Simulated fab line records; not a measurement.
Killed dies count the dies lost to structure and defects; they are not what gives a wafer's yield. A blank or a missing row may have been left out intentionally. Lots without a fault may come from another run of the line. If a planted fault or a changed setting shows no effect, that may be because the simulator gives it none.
Matching of chambers -- flow sky130 -- SKY_CONTACT_HDPCVD_02 on hdpcvd-01 has 3 sister chambers
The step deposits SiO2, target thk 565 nm, time 94.2 s. 14 wafers are shown with their chamber, then 7 later ones without.

## WAFERS WITH THEIR CHAMBER
wafer,chamber,sih4 flow sccm (sccm)
L754.1,2,60.05
L754.2,0,60.08
L754.4,2,59.83
L759.1,1,60.10
L759.3,0,59.98
L759.4,0,60.00
L758.3,0,59.95
L758.4,1,60.39
L758.5,2,59.74
L760.2,1,59.87
L760.3,0,60.25
L760.6,2,60.05
L763.2,2,59.91
L763.3,2,60.31

SIGNATURES (means of the wafers above)
reading,chamber 0,chamber 1,chamber 2,scatter within a chamber
sih4 flow sccm,60.0520,60.1200,59.9817,0.19
Rule: distance of a wafer from a chamber = root of the sum over the readings of ((wafer's reading minus chamber's mean) / reading's scatter) squared. If the next closest chamber is less than 2 further off than the closest, the wafer can't be placed; otherwise it belongs to the closest. The scatter: the root of (the sum of the squares of (reading less its chamber's mean) over the shown wafers, divided by (wafers less chambers)).

## WAFERS WITHOUT THEIR CHAMBER
wafer,sih4 flow sccm (sccm)
L763.4,60.22
L770.2,59.93
L770.4,60.12
L770.5,59.85
L772.1,60.14
L772.2,59.80
L772.6,60.22

## WHICH CHAMBER EACH ONE RAN IN
wafer,from the rows above,in truth
L763.4,can't be placed: 1 or 0 or 2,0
L770.2,can't be placed: 2 or 0 or 1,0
L770.4,can't be placed: 1 or 0 or 2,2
L770.5,can't be placed: 2 or 0 or 1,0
L772.1,can't be placed: 1 or 0 or 2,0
L772.2,can't be placed: 2 or 0 or 1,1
L772.6,can't be placed: 1 or 0 or 2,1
0 of 7 placed correctly. From these rows, 7 cannot be placed; in 7 the true chamber is one of the candidates. Placed wrongly: 0.
